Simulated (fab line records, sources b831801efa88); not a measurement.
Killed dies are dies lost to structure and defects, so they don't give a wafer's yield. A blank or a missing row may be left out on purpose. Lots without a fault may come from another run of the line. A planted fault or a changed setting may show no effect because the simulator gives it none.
Chamber matching | flow sky130 | SKY_CONTACT_CVD_00 on pecvd-04: 3 sister chambers
The step deposits Si3N4, target thk 75 nm. 6 wafers are shown with their chamber, then 9 later ones without.

WAFERS WITH THEIR CHAMBER
wafer  | chamber | heater_power_w (W)
L084.5 | 2       | 651
L087.2 | 1       | 831
L087.4 | 2       | 603
L089.1 | 0       | 803
L089.4 | 0       | 793
L089.5 | 1       | 808

WAFERS WITHOUT THEIR CHAMBER
wafer  | heater_power_w (W)
L091.1 | 566
L091.3 | 725
L091.4 | 578
L092.2 | 734
L092.4 | 737
L092.5 | 684
L095.1 | 848
L095.2 | 674
L095.5 | 671

WHICH CHAMBER EACH WENT THROUGH
wafer  | from the rows above          | in truth
L091.1 | 2                            | 2
L091.3 | can't be placed: 0 or 1 or 2 | 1
L091.4 | 2                            | 2
L092.2 | can't be placed: 0 or 1 or 2 | 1
L092.4 | can't be placed: 0 or 1      | 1
L092.5 | 2                            | 2
L095.1 | can't be placed: 1 or 0      | 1
L095.2 | 2                            | 2
L095.5 | 2                            | 2
Placed correctly: 5 of 9. Can't be placed from these rows: 4 (the true chamber is among the candidates in 4). Placed wrongly: 0.
How it was worked out, from the rows above alone: a wafer's distance from a chamber is the root of the sum, over the readings, of the square of ((its reading less the chamber's mean) divided by the reading's scatter). The wafer belongs to the nearest chamber; if the next one is less than 2 further off, it can't be placed. A chamber's mean is the mean of its shown wafers. The scatter: the root of (the sum of the squares of (reading less its chamber's mean) over the shown wafers, divided by (wafers less chambers)).
